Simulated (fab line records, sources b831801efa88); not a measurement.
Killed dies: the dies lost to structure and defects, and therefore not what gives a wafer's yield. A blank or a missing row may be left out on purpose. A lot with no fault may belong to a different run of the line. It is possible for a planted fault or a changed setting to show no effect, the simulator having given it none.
fab line records | flow sky130 | part 2 of 2: steps 30 to 42 of 42
[record] lots = 5 | wafers = 15 | last_day = 49
route steps=708 shown CAPM@544 METAL3@555 VIA3@573
lots that met no fault: from a run of the same line without faults
start_h: start of the lot's first displayed wafer, in hours after the record's first day | wait_h: time in hours since the lot's previous step | " identical to the entry in the row above | L1.1+2: a row that stands for several wafers | - no value, or no start given | * or withheld: withheld | < > ~ a bound
route shown NAME@n: a module of which the file shows steps, and the number in the route of the first | usual: mean/standard deviation of fault-free wafers | same: alike in all rows | chamber/n: place in a boat | sites: each site's reading | _std_site: the values' standard deviation | _edge_site: outer sites' mean less inner sites' | radius_mm: how far each site lies from the wafer's centre | mask NAME#n: copy n | behind: the most recent tool/chamber to have shaped the wafer | hold: cause of the lot's hold/its duration in hours/its outcome | device: the transistor (n, p or np) that didn't switch | end of line: the tests these same wafers got at the end of their route | step lacking rows: just its recipe | killed: the dies lost at the first sort to structure and to defects; this is not the yield of the wafer | map: a wafer's dies, marking killed ones x, the rest . and places with no die _
set.NAME: the setting as run; set.NAME@STEP: as run at that earlier step | model.NAME: the simulator's own value behind a step, which no gauge read
lots seen at some steps along the route; tables by step, rows by wafer
services: a tool's chamber out of use, with start hour (start_h, from the record's first day; less than 0 if before it), hours out, and reason
[[steps]]
[step SKY_VIA3_HDPCVD_00]
[recipe] material = SiO2 | target_thk_nm = 1635 | sigma_open_frac = 0.3 | time_s = 272.5 | temp_c = 400 | sih4_flow_sccm = 60 | pressure_mtorr = 6
[usual] susceptor_temp_C = 400.02/0.23
lot.wafer | tool      | chamber | start_h | wait_h | susceptor_temp_C
L076.1    | hdpcvd-02 | 1       | 915.03  | 0.0    | 400.03
L076.2    | "         | 2       | "       | "      | 400.10
L076.5    | "         | 2       | "       | "      | 400.16
L078.4    | hdpcvd-02 | 0       | 931.18  | 0.1    | 399.89
L078.5    | "         | 2       | "       | "      | 399.68
L078.6    | "         | 1       | "       | "      | 399.90
L080.1    | hdpcvd-01 | 1       | 955.26  | 0.1    | 399.98
L080.4    | "         | 1       | "       | "      | 400.09
L080.5    | "         | 0       | "       | "      | 399.84
L081.1    | hdpcvd-01 | 0       | 957.55  | 0.0    | 399.96
L081.2    | "         | 1       | "       | "      | 400.17
L081.5    | "         | 0       | "       | "      | 399.65
L094.2    | hdpcvd-01 | 1       | 1039.79 | 0.0    | 399.96
L094.3    | "         | 2       | "       | "      | 400.09
L094.6    | "         | 1       | "       | "      | 399.87
[step SKY_VIA3_THK_MEAS_01]
[recipe] reads = SiO2_of_VIA3_HDPCVD_00
[usual] VIA3_HDPCVD_THK = 1634/17
lot.wafer | tool          | chamber | start_h | wait_h | VIA3_HDPCVD_THK[nm]
L076.1    | film_metro-02 | -       | 915.20  | 0.1    | 1648
L076.2    | "             | -       | "       | "      | 1634
L076.5    | "             | -       | "       | "      | 1644
L078.4    | film_metro-02 | -       | 931.30  | 0.0    | 1625
L078.5    | "             | -       | "       | "      | 1623
L078.6    | "             | -       | "       | "      | 1628
L080.1    | film_metro-02 | -       | 955.43  | 0.1    | 1640
L080.4    | "             | -       | "       | "      | 1651
L080.5    | "             | -       | "       | "      | 1638
L081.1    | film_metro-02 | -       | 957.72  | 0.1    | 1628
L081.2    | "             | -       | "       | "      | 1623
L081.5    | "             | -       | "       | "      | 1647
L094.2    | film_metro-04 | -       | 1039.96 | 0.1    | 1624
L094.3    | "             | -       | "       | "      | 1635
L094.6    | "             | -       | "       | "      | 1618
[step SKY_VIA3_CMP_02]
[recipe] material = SiO2 | down_force_psi = 4 | platen_rpm = 60 | pad_velocity_m_s = 0.94248
[usual] motor_current_A = 11.7/1.3 | slurry_flow_ml_min = 150.0/0.42
lot.wafer | tool   | chamber | start_h | wait_h | motor_current_A | slurry_flow_ml_min
L076.1    | cmp-01 | 2       | 915.81  | 0.6    | 12.3            | 151.2
L076.2    | "      | 3       | "       | "      | 10.3            | 150.3
L076.5    | "      | 1       | "       | "      | 13.4            | 149.5
L078.4    | cmp-01 | 2       | 931.43  | 0.1    | 11.7            | 149.5
L078.5    | "      | 0       | "       | "      | 11.5            | 149.2
L078.6    | "      | 1       | "       | "      | 13.2            | 150.1
L080.1    | cmp-02 | 0       | 955.67  | 0.2    | 11.7            | 149.9
L080.4    | "      | 2       | "       | "      | 11.6            | 150.5
L080.5    | "      | 3       | "       | "      | 13.8            | 149.4
L081.2    | cmp-01 | 2       | 957.83  | 0.1    | 12.2            | 149.7
L081.1    | "      | 3       | "       | "      | 9.5             | 149.6
L081.5    | "      | 2       | "       | "      | 11.9            | 149.8
L094.2    | cmp-01 | 2       | 1040.01 | 0.0    | 12.3            | 150.6
L094.3    | "      | 0       | "       | "      | 11.3            | 149.7
L094.6    | "      | 3       | "       | "      | 10.2            | 150.1
[step SKY_VIA3_BOW_MEAS_03]
[recipe] mode = bow
[usual] VIA3_BOW = 79/8.5
lot.wafer | tool          | chamber | start_h | wait_h | VIA3_BOW[um]
L076.1    | film_metro-04 | -       | 916.01  | 0.1    | 86
L076.2    | "             | -       | "       | "      | 97
L076.5    | "             | -       | "       | "      | 92
L078.4    | film_metro-04 | -       | 931.69  | 0.2    | 75
L078.5    | "             | -       | "       | "      | 85
L078.6    | "             | -       | "       | "      | 82
L080.1    | film_metro-02 | -       | 955.92  | 0.2    | 67
L080.4    | "             | -       | "       | "      | 86
L080.5    | "             | -       | "       | "      | 65
L081.1    | film_metro-01 | -       | 958.08  | 0.1    | 78
L081.2    | "             | -       | "       | "      | 79
L081.5    | "             | -       | "       | "      | 79
L094.2    | film_metro-01 | -       | 1040.33 | 0.3    | 70
L094.3    | "             | -       | "       | "      | 61
L094.6    | "             | -       | "       | "      | 73
[step SKY_VIA3_DEHYDRATE_04]
[recipe] temp_c = 200 | time_s = 60
[usual] plate_temp_C = 199.99/0.15
lot.wafer | tool           | chamber | start_h | wait_h | plate_temp_C
L076.1    | litho_track-02 | 0       | 927.17  | 11.1   | 199.80
L076.2    | "              | 0       | "       | "      | 199.94
L076.5    | "              | 0       | "       | "      | 199.85
L078.4    | litho_track-01 | 0       | 943.53  | 11.8   | 199.90
L078.5    | "              | 0       | "       | "      | 200.13
L078.6    | "              | 0       | "       | "      | 200.08
L080.1    | litho_track-01 | 0       | 967.65  | 11.7   | 199.95
L080.4    | "              | 0       | "       | "      | 199.92
L080.5    | "              | 0       | "       | "      | 199.76
L081.1    | litho_track-02 | 0       | 969.67  | 11.6   | 200.24
L081.2    | "              | 0       | "       | "      | 200.16
L081.5    | "              | 0       | "       | "      | 200.11
L094.2    | litho_track-02 | 0       | 1049.70 | 9.3    | 199.93
L094.3    | "              | 0       | "       | "      | 199.74
L094.6    | "              | 0       | "       | "      | 200.06
[step SKY_VIA3_HMDS_05]
[recipe] prime_time_s = 60 | prime_temp_c = 120
lot.wafer  | tool           | chamber | start_h | wait_h
L076.1+2+5 | litho_track-02 | 0       | 927.32  | 0.1
L078.4+5+6 | litho_track-01 | 0       | 943.68  | 0.1
L080.1+4+5 | litho_track-01 | 0       | 967.80  | 0.1
L081.1+2+5 | litho_track-02 | 0       | 969.82  | 0.1
L094.2+3+6 | litho_track-02 | 0       | 1049.85 | 0.1
[step SKY_VIA3_COAT_06]
[recipe] resist = BARC | temp_c = withheld | time_s = withheld | spin_rpm = 3000 | resist_thk_nm = 60
lot.wafer  | tool           | chamber | start_h | wait_h
L076.1+2+5 | litho_track-02 | 0       | 927.47  | 0.1
L078.4+5+6 | litho_track-01 | 0       | 943.83  | 0.1
L080.1+4+5 | litho_track-01 | 0       | 967.95  | 0.1
L081.1+2+5 | litho_track-02 | 0       | 969.97  | 0.1
L094.2+3+6 | litho_track-02 | 0       | 1050.00 | 0.1
[step SKY_VIA3_COAT_07]
[recipe] resist = KrF-thick | spin_rpm = 3000 | resist_thk_nm = 450
lot.wafer  | tool           | chamber | start_h | wait_h
L076.1+2+5 | litho_track-02 | 0       | -       | -
L078.4+5+6 | litho_track-01 | 0       | -       | -
L080.1+4+5 | litho_track-01 | 0       | -       | -
L081.1+2+5 | litho_track-02 | 0       | -       | -
L094.2+3+6 | litho_track-02 | 0       | -       | -
[step SKY_VIA3_SOFTBAKE_08]
[recipe] temp_c = 100 | time_s = 90 | resist = KrF-thick
[usual] plate_temp_C = 99.98/0.11
lot.wafer | tool           | chamber | start_h | wait_h | plate_temp_C
L076.1    | litho_track-02 | 0       | -       | -      | 99.88
L076.2    | "              | 0       | "       | "      | 99.82
L076.5    | "              | 0       | "       | "      | 100.00
L078.4    | litho_track-01 | 0       | -       | -      | 99.94
L078.5    | "              | 0       | "       | "      | 99.90
L078.6    | "              | 0       | "       | "      | 100.04
L080.1    | litho_track-01 | 0       | -       | -      | 99.94
L080.4    | "              | 0       | "       | "      | 99.95
L080.5    | "              | 0       | "       | "      | 99.96
L081.1    | litho_track-02 | 0       | -       | -      | 100.29
L081.2    | "              | 0       | "       | "      | 100.03
L081.5    | "              | 0       | "       | "      | 100.04
L094.2    | litho_track-02 | 0       | -       | -      | 99.88
L094.3    | "              | 0       | "       | "      | 99.91
L094.6    | "              | 0       | "       | "      | 100.08
[step SKY_VIA3_EXPOSE_09]
[recipe] mask_id = VIM3 | na = 0.8 | source_shape = annular | sigma_inner = 0.55 | sigma_outer = 0.85 | target_cd_nm = 200 | dose_mj = 38
[same] sigma_inner = 0.55
lot.wafer  | tool           | chamber | start_h | wait_h | mask
L076.1+2+5 | krf_scanner-02 | 0       | -       | -      | VIM3#0
L078.4+5+6 | krf_scanner-01 | 0       | -       | -      | VIM3#0
L080.1+4+5 | krf_scanner-01 | 0       | -       | -      | VIM3#0
L081.1+2+5 | krf_scanner-01 | 0       | -       | -      | VIM3#0
L094.2+3+6 | krf_scanner-01 | 0       | -       | -      | VIM3#0
[step SKY_VIA3_PEB_10]
[recipe] peb_temp_c = withheld | peb_time_s = withheld | resist = KrF-thick
lot.wafer  | tool           | chamber | start_h | wait_h
L076.1+2+5 | litho_track-01 | 0       | -       | -
L078.4+5+6 | litho_track-03 | 0       | -       | -
L080.1+4+5 | litho_track-03 | 0       | -       | -
L081.1+2+5 | litho_track-03 | 0       | -       | -
L094.2+3+6 | litho_track-03 | 0       | -       | -
[step SKY_VIA3_DEVELOP_11]
[recipe] develop_time_s = 60 | resist = KrF-thick | dev_temp_c = 21
lot.wafer  | tool           | chamber | start_h | wait_h
L076.1+2+5 | litho_track-01 | 0       | -       | -
L078.4+5+6 | litho_track-03 | 0       | -       | -
L080.1+4+5 | litho_track-03 | 0       | -       | -
L081.1+2+5 | litho_track-03 | 0       | -       | -
L094.2+3+6 | litho_track-03 | 0       | -       | -
[step SKY_VIA3_CD_MEAS_12]
[recipe] target_cd_nm = 200
[usual] cd_nm = 200.7/1.2
lot.wafer | tool      | chamber | start_h | wait_h | cd_nm
L076.1    | cd_sem-01 | -       | 940.65  | -      | 199.4
L076.2    | "         | -       | "       | "      | 198.6
L076.5    | "         | -       | "       | "      | 199.3
L078.4    | cd_sem-02 | -       | 956.32  | -      | 199.0
L078.5    | "         | -       | "       | "      | 199.9
L078.6    | "         | -       | "       | "      | 200.0
L080.1    | cd_sem-01 | -       | 980.46  | -      | 199.8
L080.4    | "         | -       | "       | "      | 200.1
L080.5    | "         | -       | "       | "      | 199.0
L081.1    | cd_sem-01 | -       | 982.11  | -      | 200.8
L081.2    | "         | -       | "       | "      | 201.4
L081.5    | "         | -       | "       | "      | 200.4
L094.2    | cd_sem-02 | -       | 1061.59 | -      | 202.1
L094.3    | "         | -       | "       | "      | 200.8
L094.6    | "         | -       | "       | "      | 202.5
[[services]]
tool            | chamber | start_h | hours | kind
krf_scanner-01  | -       | 852.52  | 1.0   | pm
krf_scanner-01  | -       | 854.84  | 3.6   | pm
krf_scanner-01  | -       | 858.44  | 4.0   | pm
krf_scanner-02  | -       | 872.01  | 1.3   | pm
krf_scanner-01  | -       | 880.38  | 1.3   | pm
krf_scanner-02  | -       | 881.84  | 1.0   | pm
plasma_asher-01 | -       | 882.11  | 1.3   | repair
rie_metal-04    | -       | 914.62  | 5.7   | repair
cmp-01          | -       | 922.22  | 2.5   | repair
rie_metal-01    | -       | 942.61  | 0.2   | repair
cmp-01          | -       | 950.25  | 5.6   | pm
wet_bench-02    | -       | 961.64  | 15.7  | repair
cmp-01          | -       | 972.54  | 0.9   | repair
wet_bench-03    | -       | 982.76  | 2.6   | repair
rie_metal-04    | 0       | 988.36  | 15.6  | repair
krf_scanner-02  | -       | 1004.31 | 3.1   | repair
krf_scanner-01  | -       | 1007.44 | 0.8   | pm
cmp-01          | -       | 1018.19 | 0.4   | repair
krf_scanner-01  | -       | 1021.52 | 1.0   | pm
rie_metal-02    | -       | 1037.84 | 0.4   | repair
rie_metal-04    | 1       | 1048.15 | 2.4   | repair
wet_bench-01    | -       | 1048.70 | 2.2   | repair
wet_bench-03    | -       | 1055.86 | 1.6   | repair
krf_scanner-01  | -       | 1056.28 | 1.3   | pm
